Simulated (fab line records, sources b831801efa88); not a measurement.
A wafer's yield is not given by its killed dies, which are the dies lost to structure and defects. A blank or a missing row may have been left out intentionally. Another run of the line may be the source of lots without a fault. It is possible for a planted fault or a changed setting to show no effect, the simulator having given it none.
Check of tool commonality    flow gf180mcu    14 lots and 42 wafers in the sample

== WHY THIS WAS OPENED ==
Of 14 lots, 2 have the reading VT_IMPLANT_4_TW flagged at GF_VT_IMPLANT_TW_MEAS_43. Wafers without a fault read 686, standard deviation 5.5.
Rule: flag the lot when none of its wafers has a number, or when each of its wafers that has one lies beyond 4 standard deviations from that mean. The other lots count as sound.

lot   measured      on             VT_IMPLANT_4_TW, wafer by wafer  flag
L925  day 6 18:13   film-metro-02  681 678 682                      
L927  day 7 12:56   film-metro-02  686 684 683                      
L929  day 7 21:50   film-metro-04  693 696 695                      
L930  day 8 05:50   film-metro-02  683 685 683                      
L931  day 10 07:53  film-metro-01  688 685 688                      
L932  day 10 08:19  film-metro-01  685 684 683                      
L933  day 10 13:28  film-metro-02  680 683 679                      
L935  day 10 14:45  film-metro-04  700 694 696                      
L934  day 10 15:34  film-metro-04  693 696 695                      
L936  day 10 15:38  film-metro-02  678 680 680                      
L937  day 10 17:57  film-metro-02  682 684 682                      
L938  day 11 01:28  film-metro-02  684 682 679                      
L942  day 12 08:49  film-metro-02  729 732 730                      FLAGGED
L946  day 13 12:32  film-metro-02  730 729 732                      FLAGGED
Average over the flagged lots: 730; offset from the usual +44, equal to +8 standard deviations.

== EACH LOT AND THE TOOL IT RAN ON ==
The record keeps 1 process step preceding the reading, out of 602 steps on the route. Every cell lists first the tool, next ch and the chambers used by the sampled wafers, and last the start.
lot   flag     GF_VT_IMPLANT_IMPLANT_41
L925           implanter-02 ch 0, day 6 17:58
L927           implanter-03 ch 0, day 7 12:42
L929           implanter-02 ch 0, day 7 21:37
L930           implanter-02 ch 0, day 8 05:35
L931           implanter-01 ch 0, day 10 07:39
L932           implanter-02 ch 0, day 10 08:04
L933           implanter-03 ch 0, day 10 13:14
L935           implanter-03 ch 0, day 10 14:31
L934           implanter-03 ch 0, day 10 15:19
L936           implanter-02 ch 0, day 10 15:23
L937           implanter-03 ch 0, day 10 17:43
L938           implanter-02 ch 0, day 11 01:13
L942  FLAGGED  implanter-03 ch 0, day 12 08:35
L946  FLAGGED  implanter-03 ch 0, day 13 12:18
What these steps do:
- GF_VT_IMPLANT_IMPLANT_41
- GF_VT_IMPLANT_TW_MEAS_43

== FLAGGED AGAINST TOTAL, ONE TOOL AT A TIME (gauges that did the reading follow at the end) ==
step                      tool           lots run  flagged  share of the flagged lots  sound lots run after its first flagged lot
GF_VT_IMPLANT_IMPLANT_41  implanter-01   1         0        none                       -
GF_VT_IMPLANT_IMPLANT_41  implanter-02   6         0        none                       -
GF_VT_IMPLANT_IMPLANT_41  implanter-03   7         2        all                        0
GF_VT_IMPLANT_TW_MEAS_43  film-metro-01  2         0        none                       -
GF_VT_IMPLANT_TW_MEAS_43  film-metro-02  9         2        all                        0
GF_VT_IMPLANT_TW_MEAS_43  film-metro-04  3         0        none                       -

== THE TABLE: WHAT IT ALLOWS ==
implanter-03 at GF_VT_IMPLANT_IMPLANT_41 and film-metro-02 at GF_VT_IMPLANT_TW_MEAS_43 are the 2 rows of the table that ran each flagged lot.
- implanter-03 at GF_VT_IMPLANT_IMPLANT_41: 2 of its 7 lots flagged. Last sound lot L937 at day 10 17:43, first flagged lot L942 at day 12 08:35; a fault beginning in between fits. Its own readings (beam-energy-keV) fall more than 4 standard deviations out on all wafers of the flagged lots.
- film-metro-02 at GF_VT_IMPLANT_TW_MEAS_43: 2 of its 9 lots flagged. Last sound lot L938 at day 11 01:28, first flagged lot L942 at day 12 08:49; a fault beginning in between fits.
A lot count leaves these 2 tools indistinguishable: every one of them fits a fault beginning at some hour. More lots, or a look at what each step does to the wafer, might.

== WHAT THE SIMULATOR HAD PUT IN ==
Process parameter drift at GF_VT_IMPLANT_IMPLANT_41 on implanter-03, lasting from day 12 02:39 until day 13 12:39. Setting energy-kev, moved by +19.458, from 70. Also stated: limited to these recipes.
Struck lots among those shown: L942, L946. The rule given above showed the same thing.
